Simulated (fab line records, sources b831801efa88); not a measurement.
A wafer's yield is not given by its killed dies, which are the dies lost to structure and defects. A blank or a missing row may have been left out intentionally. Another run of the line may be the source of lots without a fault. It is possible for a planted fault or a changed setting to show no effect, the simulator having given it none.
Comparing a struck lot with a sound one :: flow sky130 :: 13 out of 708 route steps
Sound: the wafers L614.1, L614.2, L614.4. The struck wafers were L607.1, L607.2, L607.4. The cause is given at the end.
Per side, at each step with rows, come the tool, then ch with its chambers, and then its first start. Under that, the readings that differ: sound wafers :: struck wafers :: difference of the means :: sigmas: that difference in standard deviations of wafers without a fault.
alike: same words and numbers on both sides, and readings whose means sit less than 2 such deviations apart. not compared: any withheld reading, any reading some wafer has no value for, any bound like >300 that may hide the same value, and any number with overlapping values for which the record gives no deviation.
The two part at a step that has a row with sigmas, a row that says differs or no value, or rows on one side only. Numbers that have no deviation but don't overlap get no sigmas and don't part them. A reading missing from all wafers of one side parts the sides only when that side holds two or more wafers.

first, 2 steps without rows for these wafers: SKY_VIA4_PEB_09; SKY_VIA4_DEVELOP_10 (develop time 60 s).
SKY_VIA4_OVL_MEAS_11:
  sound: overlay-01 at day 47 08:47; struck: overlay-02 at day 46 00:55
reading: VIA4_OVL (nm)
sound: -2.7 -3.1 -2.0
struck: 1.1 1.2 0.6
difference: +3.6
sigmas: +3
SKY_VIA4_ETCH_12: etches SiO2 in C4F8/O2/Ar, stops on TiN, target depth 580 nm.
  sound on rie-diel-02 ch 0,2,3, day 47 08:49; struck on rie-diel-01 ch 0,1,3, day 46 00:58
  alike: bias-w, oes-product-au
SKY_VIA4_STRIP_13: strips in O2/N2.
  sound on plasma-asher-04 ch 0,1, day 47 08:53; struck on plasma-asher-01 ch 0,1, day 46 01:02
reading: drypump-motor-current-A (A)
sound: 5.7 5.3 5.3
struck: 5.8 6.3 6.3
difference: +0.7
sigmas: +2
  alike: oes-product-au, strip-time-to-endpoint-s
  not compared: rf-hours-counter-h
then, 3 steps without rows for these wafers: SKY_VIA4_STRIP_14 (strips in post etch residue remover, time 1200 s); SKY_VIA4_CLEAN_15 (cleans in IPA, time 180 s); SKY_VIA4_CLEAN_16 (cleans in O3/DIW).
SKY_VIA4_SPUTTER_17: material TiN, target thk 20 nm, time 80 s.
  sound: pvd-sputter-02 at day 47 09:32; struck: pvd-sputter-02 at day 46 01:44
  alike: throttle-valve-pct
SKY_VIA4_CVD_18: deposits W, target thk 505 nm, time 152.14 s.
  sound on cvd-w-01 ch 0,1, day 47 09:35; struck on cvd-w-02 ch 0,1, day 46 01:47
  alike: chamber-pressure-Torr, heater-power-w
SKY_VIA4_RS_MEAS_19: uses a four-point probe to measure.
  sound: film-metro-01 at day 47 09:44; struck: film-metro-01 at day 46 01:56
  alike: VIA4_W_RS
SKY_VIA4_THK_MEAS_20: measures by xrf.
  sound: film-metro-01 at day 47 09:52; struck: film-metro-01 at day 46 02:04
  alike: VIA4_W_THK
SKY_VIA4_CMP_21: polishes, stops on SiO2, t overpolish 25 s, target thk 0 nm.
  sound on cmp-01 ch 0,1,2, day 47 11:08; struck on cmp-01 ch 1,2,3, day 46 03:49
  no value came back on the struck wafers for any of 6 readings (edge-zone-pressure-frac, head-pressure-psi (psi) and others); on the sound wafers edge-zone-pressure-frac reads 0.997 0.994 1.003
reading: model.W_of_VIA4_CVD_18.thk-nm (nm)
sound: 0 0 0
struck: 518.2 509.5 508.5
difference: +512.1
sigmas: 

reading: model.SiO2_of_VIA4_HDPCVD_00.thk-nm (nm)
sound: 576 575.2 575.3
struck: 582.2 579.7 580.8
difference: +5.4
sigmas: 

WHERE THEY PART
At SKY_VIA4_OVL_MEAS_11 first; at SKY_VIA4_CMP_21 last (within this record only).

WHY: what had been put in by the simulator
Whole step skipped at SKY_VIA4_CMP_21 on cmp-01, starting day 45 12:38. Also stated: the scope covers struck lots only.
